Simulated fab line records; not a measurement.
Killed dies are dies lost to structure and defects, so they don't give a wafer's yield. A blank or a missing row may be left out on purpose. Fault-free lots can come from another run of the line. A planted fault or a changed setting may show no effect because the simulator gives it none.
fab line records | flow gf180mcu | part 1 of 2: steps 1 to 28 of 37
record lots=5 wafers=15 lastDay=32
route steps=602 shown HV_LDD@197
lots with no fault: from the same line, run without faults
startH: hours from the record's first day to the start of the lot's first wafer shown | waitH: hours since the lot's step before | " as in the row above | L1.1+2: a row that stands for several wafers | - either no value or no given start | * or withheld: withheld | < > ~ a bound
route shown NAME@n: NAME is a module with steps in the file, n the number in the route of the first one | usual: mean/standard deviation taken from wafers without a fault | same: alike in all rows | chamber/n: place in a boat | sites: readings site by site | _std_site: their standard deviation | _edge_site: outer sites' mean less inner sites' | radiusMm: how far each site lies from the wafer's centre | mask NAME#n: copy n | behind: the last tool/chamber to shape the wafer | hold: cause of the lot's hold/its duration in hours/its outcome | device: whichever transistor did not switch (one of n, p or np) | end of line: the same wafers' tests at the end of the route | where a step has no rows: the recipe by itself | killed: dies lost to structure and defects at the first sort, not the wafer's yield | map: shows each die of a wafer: x if killed, . if not, _ if none is there
set.NAME: the run value of the setting; set.NAME@STEP: its run value at that earlier step | model.NAME: the simulator's own value behind a step, which no gauge read
certain route steps with their lots: each step a table, each wafer a row
services: when a tool's chamber went out of use (startH, in hours from the record's first day, below 0 if earlier), for how many hours, and the reason
## steps
# step GF_HV_LDD_IMPLANT_21
# recipe species=BF2 energyKev=25 doseCm2=5e+13 tiltDeg=7
# same implantIonAmu=49
# columns lot.wafer tool chamber startH waitH
L076.3+5+6 implanter-01 0 250.91 0.1
L077.3+4+6 implanter-03 0 258.38 0.1
L079.2+5+6 implanter-03 0 282.56 0.0
L080.2+5+6 implanter-04 0 282.80 0.0
L087.2+3+5 implanter-01 0 347.18 0.0
# step GF_HV_LDD_STRIP_22
# recipe chemistry=O2/N2 powerW=1400 pressureMtorr=1500 platenTempC=250 o2FlowSccm=3000 n2FlowSccm=300 overashFraction=0.5
# usual drypumpMotorCurrentA=6.1/0.39 heaterPowerW=337/42 n2FlowSccm=300.0/0.81 oesProductAu=0.716/0.0046 platenTempC=250.03/0.19 stripTimeToEndpointS=12.63/0.035
# columns lot.wafer tool chamber startH waitH drypumpMotorCurrentA heaterPowerW n2FlowSccm oesProductAu platenTempC rfHoursCounterH stripTimeToEndpointS
L076.3 plasmaAsher-04 0 251.04 0.1 6.2 329 300.9 0.714 250.01 - 12.60
L076.5 " 1 " " 6.5 365 299.3 0.713 250.03 - 12.62
L076.6 " 0 " " 6.2 319 301.1 0.714 249.92 - 12.63
L077.3 plasmaAsher-04 0 258.51 0.1 6.3 333 300.3 0.724 250.01 - 12.62
L077.4 " 1 " " 6.6 357 299.4 0.712 250.12 - 12.55
L077.6 " 1 " " 6.5 358 300.2 0.713 249.93 - 12.61
L079.2 plasmaAsher-03 1 282.68 0.1 5.0 368 299.3 0.718 249.76 69 12.65
L079.5 " 1 " " 5.0 367 299.0 0.715 249.72 - 12.59
L079.6 " 0 " " 6.1 290 299.6 0.715 249.81 - 12.69
L080.2 plasmaAsher-01 1 282.92 0.1 5.8 285 301.4 0.714 250.10 56 12.63
L080.5 " 0 " " 6.2 378 300.9 0.712 250.06 - 12.67
L080.6 " 1 " " 5.9 281 301.0 0.721 250.15 - 12.63
L087.2 plasmaAsher-04 0 347.31 0.1 6.3 318 299.6 0.715 249.91 57 12.70
L087.3 " 1 " " 6.6 371 299.8 0.720 249.84 - 12.71
L087.5 " 0 " " 6.2 318 299.0 0.725 250.10 - 12.69
# step GF_HV_LDD_TW_MEAS_23
# usual HV_LDD_2_TW=1050/9.7
# columns lot.wafer tool chamber startH waitH HV_LDD_2_TW
L076.3 filmMetro-02 - 251.13 0.1 1034
L076.5 " - " " 1033
L076.6 " - " " 1031
L077.3 filmMetro-02 - 258.60 0.1 1035
L077.4 " - " " 1033
L077.6 " - " " 1038
L079.2 filmMetro-02 - 282.79 0.1 1040
L079.5 " - " " 1041
L079.6 " - " " 1035
L080.2 filmMetro-02 - 283.03 0.1 1039
L080.5 " - " " 1039
L080.6 " - " " 1035
L087.2 filmMetro-04 - 347.42 0.1 1057
L087.3 " - " " 1059
L087.5 " - " " 1055
# step GF_HV_LDD_DEHYDRATE_24
# recipe tempC=200 timeS=60
# usual exhaustPa=45.0/0.98
# columns lot.wafer tool chamber startH waitH exhaustPa
L076.3 lithoTrack-01 0 259.71 8.6 45.2
L076.5 " 0 " " 47.0
L076.6 " 0 " " 46.6
L077.3 lithoTrack-01 0 267.06 8.5 44.3
L077.4 " 0 " " 44.7
L077.6 " 0 " " 42.5
L079.2 lithoTrack-03 0 292.29 9.5 45.1
L079.5 " 0 " " 44.0
L079.6 " 0 " " 44.8
L080.2 lithoTrack-04 0 292.63 9.6 44.3
L080.5 " 0 " " 44.6
L080.6 " 0 " " 44.5
L087.2 lithoTrack-03 0 357.49 10.1 46.2
L087.3 " 0 " " 45.1
L087.5 " 0 " " 45.7
# step GF_HV_LDD_HMDS_25
# recipe primeTimeS=60 primeTempC=120
# usual exhaustPa=44.9/0.84
# columns lot.wafer tool chamber startH waitH exhaustPa
L076.3 lithoTrack-01 0 259.86 0.1 45.6
L076.5 " 0 " " 45.1
L076.6 " 0 " " 45.9
L077.3 lithoTrack-01 0 267.21 0.1 44.0
L077.4 " 0 " " 42.6
L077.6 " 0 " " 44.1
L079.2 lithoTrack-03 0 292.44 0.1 44.1
L079.5 " 0 " " 45.9
L079.6 " 0 " " 44.6
L080.2 lithoTrack-04 0 292.78 0.1 44.0
L080.5 " 0 " " 45.1
L080.6 " 0 " " 45.1
L087.2 lithoTrack-03 0 357.64 0.1 44.8
L087.3 " 0 " " 45.3
L087.5 " 0 " " 45.0
# step GF_HV_LDD_COAT_26
# recipe resist=NOVOLAK spinRpm=3000 resistThkNm=1000
# usual exhaustPa=45.0/0.89
# columns lot.wafer tool chamber startH waitH exhaustPa
L076.3 lithoTrack-01 0 260.01 0.1 45.1
L076.5 " 0 " " 44.4
L076.6 " 0 " " 44.8
L077.3 lithoTrack-01 0 267.36 0.1 44.4
L077.4 " 0 " " 44.4
L077.6 " 0 " " 45.0
L079.2 lithoTrack-03 0 292.59 0.1 45.3
L079.5 " 0 " " 44.7
L079.6 " 0 " " 44.8
L080.2 lithoTrack-04 0 292.93 0.1 45.2
L080.5 " 0 " " 45.9
L080.6 " 0 " " 44.8
L087.2 lithoTrack-03 0 357.79 0.1 43.9
L087.3 " 0 " " 44.2
L087.5 " 0 " " 43.5
# step GF_HV_LDD_SOFTBAKE_27
# recipe tempC=90 timeS=60 resist=NOVOLAK
# usual exhaustPa=45.1/0.89
# columns lot.wafer tool chamber startH waitH exhaustPa
L076.3 lithoTrack-01 0 260.16 0.1 45.6
L076.5 " 0 " " 46.1
L076.6 " 0 " " 45.5
L077.3 lithoTrack-01 0 267.51 0.1 44.6
L077.4 " 0 " " 45.8
L077.6 " 0 " " 45.6
L079.2 lithoTrack-03 0 292.74 0.1 45.0
L079.5 " 0 " " 45.5
L079.6 " 0 " " 45.3
L080.2 lithoTrack-04 0 293.08 0.1 45.7
L080.5 " 0 " " 45.1
L080.6 " 0 " " 44.2
L087.2 lithoTrack-03 0 357.94 0.1 45.6
L087.3 " 0 " " 46.0
L087.5 " 0 " " 44.9
# step GF_HV_LDD_EXPOSE_28
# recipe maskId=Nplus_HV_AREA targetCdNm=400 na=0.6 sourceShape=conventional sigmaOuter=0.6 doseMj=140
# columns lot.wafer tool chamber startH waitH mask
L076.3+5+6 ilineStepper-02 0 - - Nplus_HV_AREA#0
L077.3+4+6 ilineStepper-02 0 - - Nplus_HV_AREA#0
L079.2+5+6 ilineStepper-02 0 - - Nplus_HV_AREA#0
L080.2+5+6 ilineStepper-01 0 - - Nplus_HV_AREA#0
L087.2+3+5 ilineStepper-02 0 - - Nplus_HV_AREA#0
# step GF_HV_LDD_PEB_29
# recipe tempC=withheld timeS=* resist=NOVOLAK
# usual exhaustPa=45.1/0.87
# columns lot.wafer tool chamber startH waitH exhaustPa
L076.3 lithoTrack-01 0 - - 45.6
L076.5 " 0 " " 43.7
L076.6 " 0 " " 45.0
L077.3 lithoTrack-04 0 - - 44.8
L077.4 " 0 " " 45.9
L077.6 " 0 " " 44.7
L079.2 lithoTrack-01 0 - - 44.5
L079.5 " 0 " " 43.1
L079.6 " 0 " " 44.6
L080.2 lithoTrack-04 0 - - 45.4
L080.5 " 0 " " 47.0
L080.6 " 0 " " 45.3
L087.2 lithoTrack-04 0 - - 45.8
L087.3 " 0 " " 44.1
L087.5 " 0 " " 44.2
# step GF_HV_LDD_DEVELOP_30
# recipe developTimeS=60 devTempC=23
# usual exhaustPa=45.1/0.92
# columns lot.wafer tool chamber startH waitH exhaustPa
L076.3 lithoTrack-01 0 278.40 0.1 44.7
L076.5 " 0 " " 45.6
L076.6 " 0 " " 45.3
L077.3 lithoTrack-04 0 279.70 0.1 43.8
L077.4 " 0 " " 45.5
L077.6 " 0 " " 44.3
L079.2 lithoTrack-01 0 302.48 0.1 45.6
L079.5 " 0 " " 44.0
L079.6 " 0 " " 46.6
L080.2 lithoTrack-04 0 302.53 0.1 44.7
L080.5 " 0 " " 44.8
L080.6 " 0 " " 44.5
L087.2 lithoTrack-04 0 368.68 0.1 46.8
L087.3 " 0 " " 44.7
L087.5 " 0 " " 45.6
# step GF_HV_LDD_CD_MEAS_31
# recipe targetCdNm=400
# usual cdNm=400.3/2.3
# columns lot.wafer tool chamber startH waitH cdNm
L076.3 cdSem-01 - 278.54 0.1 400.5
L076.5 " - " " 400.7
L076.6 " - " " 402.8
L077.3 cdSem-01 - 279.84 0.1 400.3
L077.4 " - " " 404.2
L077.6 " - " " 398.4
L079.2 cdSem-01 - 302.62 0.1 400.5
L079.5 " - " " 398.0
L079.6 " - " " 399.5
L080.2 cdSem-01 - 302.98 0.4 401.6
L080.5 " - " " 402.8
L080.6 " - " " 402.3
L087.2 cdSem-01 - 368.82 0.1 400.9
L087.3 " - " " 397.3
L087.5 " - " " 399.5
# step GF_HV_LDD_OVL_MEAS_32
# usual HV_LDD_02_OVL=-0.2/1.5
# columns lot.wafer tool chamber startH waitH HV_LDD_02_OVL[nm]
L076.3 overlay-01 - 278.64 0.1 -1.6
L076.5 " - " " -0.4
L076.6 " - " " 0.1
L077.3 overlay-01 - 279.94 0.1 -0.3
L077.4 " - " " -1.0
L077.6 " - " " 1.6
L079.2 overlay-01 - 302.73 0.1 0.7
L079.5 " - " " -0.2
L079.6 " - " " 2.6
L080.2 overlay-01 - 303.09 0.1 1.6
L080.5 " - " " 3.1
L080.6 " - " " 0.3
L087.2 overlay-01 - 368.93 0.1 1.7
L087.3 " - " " 1.4
L087.5 " - " " 0.4
# step GF_HV_LDD_IMPLANT_33
# recipe species=P energyKev=60 doseCm2=7.5e+12 tiltDeg=30 rotationDeg=0
# same implantIonAmu=31
# columns lot.wafer tool chamber startH waitH
L076.3+5+6 implanter-01 0 278.80 0.2
L077.3+4+6 implanter-03 0 280.01 0.1
L079.2+5+6 implanter-01 0 302.79 0.0
L080.2+5+6 implanter-04 0 303.15 0.0
L087.2+3+5 implanter-01 0 368.98 0.0
# step GF_HV_LDD_IMPLANT_34
# recipe species=P energyKev=60 doseCm2=7.5e+12 tiltDeg=30 rotationDeg=90
# same implantIonAmu=31
# columns lot.wafer tool chamber startH waitH
L076.3+5+6 implanter-01 0 278.95 0.1
L077.3+4+6 implanter-03 0 280.16 0.1
L079.2+5+6 implanter-01 0 302.94 0.1
L080.2+5+6 implanter-04 0 303.30 0.1
L087.2+3+5 implanter-01 0 369.13 0.1
# step GF_HV_LDD_IMPLANT_35
# recipe species=P energyKev=60 doseCm2=7.5e+12 tiltDeg=30 rotationDeg=180
# same implantIonAmu=31
# columns lot.wafer tool chamber startH waitH
L076.3+5+6 implanter-01 0 279.10 0.1
L077.3+4+6 implanter-03 0 280.31 0.1
L079.2+5+6 implanter-01 0 303.09 0.1
L080.2+5+6 implanter-04 0 303.45 0.1
L087.2+3+5 implanter-01 0 369.28 0.1
# step GF_HV_LDD_IMPLANT_36
# recipe species=P energyKev=60 doseCm2=7.5e+12 tiltDeg=30 rotationDeg=270
# same implantIonAmu=31
# columns lot.wafer tool chamber startH waitH
L076.3+5+6 implanter-01 0 279.25 0.1
L077.3+4+6 implanter-03 0 280.46 0.1
L079.2+5+6 implanter-01 0 303.24 0.1
L080.2+5+6 implanter-04 0 303.60 0.1
L087.2+3+5 implanter-01 0 369.43 0.1
# step GF_HV_LDD_STRIP_37
# recipe chemistry=O2/N2 powerW=1400 pressureMtorr=1500 platenTempC=250 o2FlowSccm=3000 n2FlowSccm=300 overashFraction=0.5
# usual drypumpMotorCurrentA=6.0/0.46 heaterPowerW=337/42 n2FlowSccm=299.9/0.89 oesProductAu=0.715/0.0048 platenTempC=250.04/0.18 stripTimeToEndpointS=12.63/0.037
# columns lot.wafer tool chamber startH waitH drypumpMotorCurrentA heaterPowerW n2FlowSccm oesProductAu platenTempC rfHoursCounterH stripTimeToEndpointS
L076.3 plasmaAsher-01 0 279.39 0.1 6.3 390 299.2 0.727 250.15 - 12.68
L076.5 " 1 " " 5.9 274 301.8 0.712 250.12 - 12.69
L076.6 " 0 " " 6.3 392 299.8 0.713 249.94 - 12.69
L077.3 plasmaAsher-04 1 280.59 0.1 6.5 362 300.0 0.713 250.22 - 12.67
L077.4 " 0 " " 6.3 319 297.9 0.715 250.27 - 12.71
L077.6 " 0 " " 6.3 318 299.2 0.720 249.82 - 12.68
L079.2 plasmaAsher-04 0 303.36 0.1 6.2 321 299.1 0.717 250.01 53 12.61
L079.5 " 1 " " 6.6 372 301.7 0.708 249.81 - 12.63
L079.6 " 0 " " 6.2 319 298.6 0.718 250.17 - 12.62
L080.2 plasmaAsher-03 1 303.72 0.1 5.1 375 299.8 0.726 249.94 71 12.57
L080.5 " 1 " " 5.0 379 298.4 0.720 249.77 - 12.58
L080.6 " 0 " " 6.0 295 299.2 0.715 249.96 - 12.57
L087.2 plasmaAsher-04 0 369.56 0.1 6.2 315 300.0 0.714 250.34 60 12.62
L087.3 " 1 " " 6.6 366 300.3 0.715 250.28 - 12.66
L087.5 " 1 " " 6.5 368 299.1 0.710 250.45 - 12.61
# step GF_HV_LDD_TW_MEAS_38
# usual HV_LDD_3_TW=1427/14
# columns lot.wafer tool chamber startH waitH HV_LDD_3_TW
L076.3 filmMetro-04 - 279.47 0.1 1436
L076.5 " - " " 1433
L076.6 " - " " 1441
L077.3 filmMetro-04 - 280.68 0.1 1436
L077.4 " - " " 1438
L077.6 " - " " 1434
L079.2 filmMetro-02 - 303.47 0.1 1413
L079.5 " - " " 1409
L079.6 " - " " 1410
L080.2 filmMetro-04 - 303.83 0.1 1431
L080.5 " - " " 1436
L080.6 " - " " 1435
L087.2 filmMetro-04 - 369.67 0.1 1445
L087.3 " - " " 1437
L087.5 " - " " 1446
# step GF_HV_LDD_DEHYDRATE_39
# recipe tempC=200 timeS=60
# usual exhaustPa=45.0/0.92
# columns lot.wafer tool chamber startH waitH exhaustPa
L076.3 lithoTrack-04 0 288.10 8.6 45.3
L076.5 " 0 " " 46.0
L076.6 " 0 " " 44.3
L077.3 lithoTrack-04 0 289.35 8.7 44.0
L077.4 " 0 " " 43.6
L077.6 " 0 " " 44.4
L079.2 lithoTrack-04 0 312.83 9.3 44.4
L079.5 " 0 " " 43.8
L079.6 " 0 " " 42.4
L080.2 lithoTrack-04 0 313.43 9.6 46.4
L080.5 " 0 " " 46.8
L080.6 " 0 " " 47.3
L087.2 lithoTrack-01 0 379.88 10.2 44.8
L087.3 " 0 " " 44.9
L087.5 " 0 " " 46.0
# step GF_HV_LDD_HMDS_40
# recipe primeTimeS=60 primeTempC=120
# usual exhaustPa=45.1/0.88
# columns lot.wafer tool chamber startH waitH exhaustPa
L076.3 lithoTrack-04 0 288.25 0.1 44.7
L076.5 " 0 " " 43.2
L076.6 " 0 " " 46.8
L077.3 lithoTrack-04 0 289.50 0.1 45.4
L077.4 " 0 " " 45.8
L077.6 " 0 " " 43.9
L079.2 lithoTrack-04 0 312.98 0.1 44.2
L079.5 " 0 " " 46.0
L079.6 " 0 " " 45.8
L080.2 lithoTrack-04 0 313.58 0.1 44.7
L080.5 " 0 " " 46.7
L080.6 " 0 " " 45.1
L087.2 lithoTrack-01 0 380.03 0.1 44.9
L087.3 " 0 " " 44.7
L087.5 " 0 " " 44.8
# step GF_HV_LDD_COAT_41
# recipe resist=NOVOLAK spinRpm=3000 resistThkNm=1000
# usual exhaustPa=45.1/0.88
# columns lot.wafer tool chamber startH waitH exhaustPa
L076.3 lithoTrack-04 0 288.40 0.1 44.5
L076.5 " 0 " " 44.2
L076.6 " 0 " " 45.3
L077.3 lithoTrack-04 0 289.65 0.1 43.7
L077.4 " 0 " " 44.6
L077.6 " 0 " " 45.6
L079.2 lithoTrack-04 0 313.13 0.1 44.2
L079.5 " 0 " " 44.6
L079.6 " 0 " " 45.8
L080.2 lithoTrack-04 0 313.73 0.1 45.0
L080.5 " 0 " " 45.5
L080.6 " 0 " " 44.5
L087.2 lithoTrack-01 0 380.18 0.1 43.8
L087.3 " 0 " " 45.2
L087.5 " 0 " " 43.8
# step GF_HV_LDD_SOFTBAKE_42
# recipe tempC=90 timeS=60 resist=NOVOLAK
# usual exhaustPa=44.8/0.86
# columns lot.wafer tool chamber startH waitH exhaustPa
L076.3 lithoTrack-04 0 288.55 0.1 45.4
L076.5 " 0 " " 44.8
L076.6 " 0 " " 45.1
L077.3 lithoTrack-04 0 289.80 0.1 46.4
L077.4 " 0 " " 46.3
L077.6 " 0 " " 45.3
L079.2 lithoTrack-04 0 313.28 0.1 45.1
L079.5 " 0 " " 43.2
L079.6 " 0 " " 45.1
L080.2 lithoTrack-04 0 313.88 0.1 45.5
L080.5 " 0 " " 44.5
L080.6 " 0 " " 46.3
L087.2 lithoTrack-01 0 380.33 0.1 46.6
L087.3 " 0 " " 45.1
L087.5 " 0 " " 46.7
# step GF_HV_LDD_EXPOSE_43
# recipe maskId=Pplus_HV_AREA targetCdNm=400 na=0.6 sourceShape=conventional sigmaOuter=0.6 doseMj=140
# columns lot.wafer tool chamber startH waitH mask
L076.3+5+6 ilineStepper-02 0 - - Pplus_HV_AREA#0
L077.3+4+6 ilineStepper-02 0 - - Pplus_HV_AREA#0
L079.2+5+6 ilineStepper-01 0 - - Pplus_HV_AREA#0
L080.2+5+6 ilineStepper-01 0 - - Pplus_HV_AREA#0
L087.2+3+5 ilineStepper-02 0 - - Pplus_HV_AREA#0
# step GF_HV_LDD_PEB_44
# recipe tempC=withheld timeS=* resist=NOVOLAK
# usual exhaustPa=44.9/0.89
# columns lot.wafer tool chamber startH waitH exhaustPa
L076.3 lithoTrack-04 0 - - 45.6
L076.5 " 0 " " 47.0
L076.6 " 0 " " 44.7
L077.3 lithoTrack-04 0 - - 45.0
L077.4 " 0 " " 44.4
L077.6 " 0 " " 45.0
L079.2 lithoTrack-04 0 - - 44.3
L079.5 " 0 " " 45.5
L079.6 " 0 " " 44.0
L080.2 lithoTrack-04 0 - - 45.3
L080.5 " 0 " " 44.6
L080.6 " 0 " " 45.5
L087.2 lithoTrack-03 0 - - 47.5
L087.3 " 0 " " 45.5
L087.5 " 0 " " 45.7
# step GF_HV_LDD_DEVELOP_45
# recipe developTimeS=60 devTempC=22.26
# usual exhaustPa=44.9/0.93
# columns lot.wafer tool chamber startH waitH exhaustPa
L076.3 lithoTrack-04 0 299.20 0.1 43.3
L076.5 " 0 " " 44.5
L076.6 " 0 " " 43.3
L077.3 lithoTrack-04 0 300.40 0.1 46.1
L077.4 " 0 " " 44.4
L077.6 " 0 " " 45.8
L079.2 lithoTrack-04 0 323.78 0.1 43.9
L079.5 " 0 " " 45.4
L079.6 " 0 " " 44.0
L080.2 lithoTrack-04 0 324.08 0.1 47.3
L080.5 " 0 " " 46.7
L080.6 " 0 " " 46.0
L087.2 lithoTrack-03 0 392.09 0.1 43.5
L087.3 " 0 " " 45.5
L087.5 " 0 " " 43.4
# step GF_HV_LDD_CD_MEAS_46
# recipe targetCdNm=400
# usual cdNm=402.1/1.8
# columns lot.wafer tool chamber startH waitH cdNm
L076.3 cdSem-01 - 299.34 0.1 403.0
L076.5 " - " " 401.4
L076.6 " - " " 403.5
L077.3 cdSem-01 - 300.54 0.1 402.4
L077.4 " - " " 400.8
L077.6 " - " " 402.2
L079.2 cdSem-01 - 323.92 0.1 404.6
L079.5 " - " " 403.8
L079.6 " - " " 404.4
L080.2 cdSem-01 - 324.22 0.1 400.3
L080.5 " - " " 399.0
L080.6 " - " " 398.8
L087.2 cdSem-01 - 392.24 0.1 401.7
L087.3 " - " " 402.1
L087.5 " - " " 402.3
# step GF_HV_LDD_OVL_MEAS_47
# usual HV_LDD_03_OVL=-0.2/1.5
# columns lot.wafer tool chamber startH waitH HV_LDD_03_OVL[nm]
L076.3 overlay-02 - 299.44 0.1 -1.0
L076.5 " - " " -1.1
L076.6 " - " " -1.2
L077.3 overlay-01 - 300.64 0.1 2.3
L077.4 " - " " -0.3
L077.6 " - " " 0.6
L079.2 overlay-01 - 324.03 0.1 -0.3
L079.5 " - " " -1.6
L079.6 " - " " -0.1
L080.2 overlay-02 - 324.33 0.1 0.3
L080.5 " - " " -0.7
L080.6 " - " " 1.2
L087.2 overlay-02 - 392.34 0.1 -2.9
L087.3 " - " " -0.5
L087.5 " - " " 0.0
# step GF_HV_LDD_IMPLANT_48
# recipe species=B energyKev=25 doseCm2=3e+13 tiltDeg=7
# same implantIonAmu=11
# columns lot.wafer tool chamber startH waitH
L076.3+5+6 implanter-04 0 299.51 0.1
L077.3+4+6 implanter-01 0 300.71 0.1
L079.2+5+6 implanter-04 0 324.08 0.0
L080.2+5+6 implanter-01 0 324.38 0.0
L087.2+3+5 implanter-03 0 392.40 0.0
